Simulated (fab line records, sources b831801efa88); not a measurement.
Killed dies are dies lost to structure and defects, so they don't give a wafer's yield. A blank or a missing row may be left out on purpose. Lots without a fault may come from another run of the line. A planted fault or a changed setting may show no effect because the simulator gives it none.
Which tool did it? | flow sky130 | 11 lots, 33 wafers sampled, at 7 steps of a route of 708

WHAT THE GAUGES READ, wafer by wafer
SKY_VT_ADJUST_LVTN_OVL_MEAS_07. Usual: VT_ADJUST_LVTN_OVL -0.5 nm, standard deviation 1.2.
lot  | measured     | on         | VT_ADJUST_LVTN_OVL (nm) | flag
L927 | day 7 16:20  | overlay-02 | - - -                   | OFF
L929 | day 8 04:38  | overlay-02 | 0.8 -0.1 -0.6           |
L931 | day 8 19:56  | overlay-01 | -1.9 0.7 -1.0           |
L934 | day 9 19:47  | overlay-01 | -2.4 -2.3 -2.4          |
L935 | day 10 07:09 | overlay-01 | -0.6 -1.1 -1.5          |
L936 | day 10 15:50 | overlay-02 | 0.1 0.7 -0.9            |
L937 | day 10 14:59 | overlay-02 | -1.9 -0.9 -0.1          |
L938 | day 10 21:47 | overlay-01 | -0.9 0.1 -0.6           |
L940 | day 11 09:21 | overlay-02 | -0.2 -0.3 -1.0          |
L942 | day 12 00:05 | overlay-02 | -0.7 0.2 -1.8           |
L943 | day 12 06:41 | overlay-01 | -0.7 0.6 0.0            |

SKY_VT_ADJUST_LVTN_TW_MEAS_10. Usual: VT_ADJUST_LVTN_TW 241.6, standard deviation 1.5.
lot  | measured     | on            | VT_ADJUST_LVTN_TW | flag
L927 | day 7 16:37  | film_metro-01 | 30.1 30.2 30.0    | OFF
L929 | day 8 04:56  | film_metro-04 | 241.8 242.8 242.9 |
L931 | day 8 20:14  | film_metro-04 | 243.0 241.8 242.8 |
L934 | day 9 20:05  | film_metro-03 | 240.9 241.1 242.1 |
L935 | day 10 07:27 | film_metro-01 | 242.5 241.8 243.1 |
L936 | day 10 16:08 | film_metro-04 | 241.6 240.1 241.8 |
L937 | day 10 15:16 | film_metro-03 | 237.9 239.1 238.8 |
L938 | day 10 22:04 | film_metro-04 | 242.9 241.4 240.5 |
L940 | day 11 09:39 | film_metro-04 | 244.1 243.0 242.8 |
L942 | day 12 00:22 | film_metro-04 | 244.3 242.8 243.7 |
L943 | day 12 06:58 | film_metro-01 | 242.9 240.6 241.0 |

SKY_VT_ADJUST_LVTN_TW_MEAS_21. Usual: VT_ADJUST_LVTN_2_TW 187.7, standard deviation 1.6.
lot  | measured     | on            | VT_ADJUST_LVTN_2_TW | flag
L927 | day 8 13:34  | film_metro-04 | 266.9 268.0 268.4   | OFF
L929 | day 9 02:47  | film_metro-04 | 189.0 189.5 189.1   |
L931 | day 9 18:43  | film_metro-01 | 188.0 187.8 187.5   |
L934 | day 10 18:50 | film_metro-04 | 188.3 188.3 187.8   |
L935 | day 11 06:48 | film_metro-03 | 186.4 184.8 186.5   |
L936 | day 11 15:56 | film_metro-01 | 188.5 188.2 188.3   |
L937 | day 11 14:59 | film_metro-03 | 185.6 185.0 185.2   |
L938 | day 11 21:53 | film_metro-01 | 188.8 189.6 189.3   |
L940 | day 12 10:55 | film_metro-01 | 188.8 187.8 186.0   |
L942 | day 13 02:17 | film_metro-04 | 190.4 190.9 190.2   |
L943 | day 13 09:13 | film_metro-04 | 189.9 189.6 189.3   |

SKY_VT_ADJUST_PCH_OVL_MEAS_07. Usual: VT_ADJUST_PCH_OVL 1.2 nm, standard deviation 1.3.
lot  | measured     | on         | VT_ADJUST_PCH_OVL (nm) | flag
L927 | day 11 09:21 | overlay-01 | 0.7 0.7 1.3            |
L929 | day 11 23:29 | overlay-02 | 3.6 2.7 2.9            |
L931 | day 12 17:02 | overlay-02 | 3.8 2.7 2.1            |
L934 | day 13 22:17 | overlay-02 | 0.2 1.5 -0.6           |
L935 | day 14 12:17 | overlay-02 | -0.6 0.4 1.1           |
L936 | day 14 20:53 | overlay-02 | 1.2 -1.0 0.6           |
L937 | day 14 20:50 | overlay-02 | 0.5 1.9 2.3            |
L938 | day 15 03:52 | overlay-02 | 0.4 1.0 0.1            |
L940 | day 15 18:11 | overlay-01 | 3.5 1.7 3.9            |
L942 | day 16 10:29 | overlay-01 | 2.2 2.3 1.8            |
L943 | day 16 17:58 | overlay-02 | 0.5 1.3 1.1            |

WHICH TOOL RAN EACH LOT (tool, then ch and the chambers of the sampled wafers, then the start)
lot  | SKY_FIELD_ISO_ETCH_14             | SKY_VT_ADJUST_LVTN_EXPOSE_04        | SKY_VT_ADJUST_LVTN_STRIP_09
L927 | rie_diel-01 ch 0,1,2, day 2 20:24 | iline_stepper-02 ch 0, day 7 07:07  | plasma_asher-02 ch 1, day 7 16:31
L929 | rie_diel-04 ch 0,2,3, day 3 06:49 | iline_stepper-01 ch 0, day 7 18:40  | plasma_asher-01 ch 0,1, day 8 04:50
L931 | rie_diel-04 ch 0,1,3, day 3 17:42 | iline_stepper-01 ch 0, day 8 08:36  | plasma_asher-02 ch 0,1, day 8 20:08
L934 | rie_diel-03 ch 2,3, day 4 09:37   | iline_stepper-01 ch 0, day 9 09:05  | plasma_asher-02 ch 0,1, day 9 19:59
L935 | rie_diel-03 ch 0,1,2, day 4 13:42 | iline_stepper-02 ch 0, day 9 20:26  | plasma_asher-01 ch 0,1, day 10 07:22
L936 | rie_diel-03 ch 1,2, day 4 20:01   | iline_stepper-02 ch 0, day 10 04:29 | plasma_asher-01 ch 0,1, day 10 16:02
L937 | rie_diel-01 ch 0,2,3, day 5 00:34 | iline_stepper-02 ch 0, day 10 03:23 | plasma_asher-02 ch 1, day 10 15:10
L938 | rie_diel-03 ch 0,1,3, day 5 05:06 | iline_stepper-01 ch 0, day 10 09:07 | plasma_asher-03 ch 0,1, day 10 21:58
L940 | rie_diel-04 ch 0,1, day 5 17:40   | iline_stepper-02 ch 0, day 10 22:19 | plasma_asher-02 ch 0,1, day 11 09:34
L942 | rie_diel-04 ch 0,2,3, day 6 05:13 | iline_stepper-02 ch 0, day 11 11:40 | plasma_asher-02 ch 0,1, day 12 00:16
L943 | rie_diel-03 ch 0,1,3, day 6 09:59 | iline_stepper-02 ch 0, day 11 18:47 | plasma_asher-01 ch 0,1, day 12 06:52
- SKY_FIELD_ISO_ETCH_14: etches BARC in N2/H2, stops on SiO2, time 45.9 s, target depth 60 nm.
- SKY_VT_ADJUST_LVTN_EXPOSE_04: exposes mask NWM COMPLEMENT LESS NATIVE, target cd 840 nm.
- SKY_VT_ADJUST_LVTN_STRIP_09: strips in O2/N2.

WHAT THE TOOLS THEMSELVES READ (means of the sampled wafers that have a number; where no wafer has one, the mark that the record gives instead)
SKY_FIELD_ISO_ETCH_14. Usual: drypump_motor_current_A 5.5 A, standard deviation 0.38; oes_product_au 0.855 a.u., standard deviation 0.0053; throttle_valve_pct 13.225 %, standard deviation 0.0097.
lot  | tool        | drypump_motor_current_A (A) | oes_product_au (a.u.) | throttle_valve_pct (%) | flag
L927 | rie_diel-01 | 5.9                         | 0.853                 | 13.231                 |
L929 | rie_diel-04 | 5.1                         | 0.855                 | 13.235                 |
L931 | rie_diel-04 | 5.2                         | 0.856                 | 13.224                 |
L934 | rie_diel-03 | 5.3                         | 0.861                 | 13.218                 |
L935 | rie_diel-03 | 5.5                         | 0.860                 | 13.228                 |
L936 | rie_diel-03 | 5.3                         | 0.854                 | 13.234                 |
L937 | rie_diel-01 | 5.7                         | 0.857                 | 13.223                 |
L938 | rie_diel-03 | 5.6                         | 0.853                 | 13.230                 |
L940 | rie_diel-04 | 5.5                         | 0.859                 | 13.223                 |
L942 | rie_diel-04 | 5.1                         | 0.854                 | 13.219                 |
L943 | rie_diel-03 | 5.6                         | 0.852                 | 13.219                 |

SKY_VT_ADJUST_LVTN_STRIP_09. Usual: drypump_motor_current_A 5.6 A, standard deviation 0.47; oes_product_au 0.722 a.u., standard deviation 0.0048; strip_time_to_endpoint_s 36.92 s, standard deviation 0.11.
lot  | tool            | drypump_motor_current_A (A) | oes_product_au (a.u.) | strip_time_to_endpoint_s (s) | flag
L927 | plasma_asher-02 | 5.2                         | 0.722                 | 37.04                        |
L929 | plasma_asher-01 | 5.7                         | 0.721                 | 36.98                        |
L931 | plasma_asher-02 | 5.1                         | 0.718                 | 36.99                        |
L934 | plasma_asher-02 | 5.2                         | 0.723                 | 36.71                        |
L935 | plasma_asher-01 | 5.7                         | 0.722                 | 36.95                        |
L936 | plasma_asher-01 | 5.7                         | 0.720                 | 36.97                        |
L937 | plasma_asher-02 | 5.2                         | 0.721                 | 36.99                        |
L938 | plasma_asher-03 | 6.2                         | 0.729                 | 36.96                        |
L940 | plasma_asher-02 | 5.2                         | 0.723                 | 36.82                        |
L942 | plasma_asher-02 | 5.2                         | 0.720                 | 36.91                        |
L943 | plasma_asher-01 | 5.9                         | 0.726                 | 36.75                        |

THE ANSWER, worked out from the rows above alone
Rule: a lot is off if the mean of its wafers that have a number lies more than 3 standard deviations from the usual mean. A lot without any number at a reading at which 4 lots or more have one is off too. The other lots that the step has rows for count as sound. The gauges are gone through in route order, then the tools' own readings, and for those a lot's mean is taken as printed above. The first step at which some lot is off is used, and at that step the reading that is off furthest; a lot without a number counts as furthest.
Off: L927, at SKY_VT_ADJUST_LVTN_OVL_MEAS_07 (VT_ADJUST_LVTN_OVL). Without a number there: L927.
A tool fits if, at a process step before that reading, it ran every lot that is off, and no sound lot after the first of them. The gauges at SKY_VT_ADJUST_LVTN_OVL_MEAS_07 aren't tried: what is off there is off at SKY_VT_ADJUST_LVTN_TW_MEAS_10 too, on other tools, and a gauge's error can't cause that. None of those tried fits.

WHAT THE SIMULATOR HAD PUT IN
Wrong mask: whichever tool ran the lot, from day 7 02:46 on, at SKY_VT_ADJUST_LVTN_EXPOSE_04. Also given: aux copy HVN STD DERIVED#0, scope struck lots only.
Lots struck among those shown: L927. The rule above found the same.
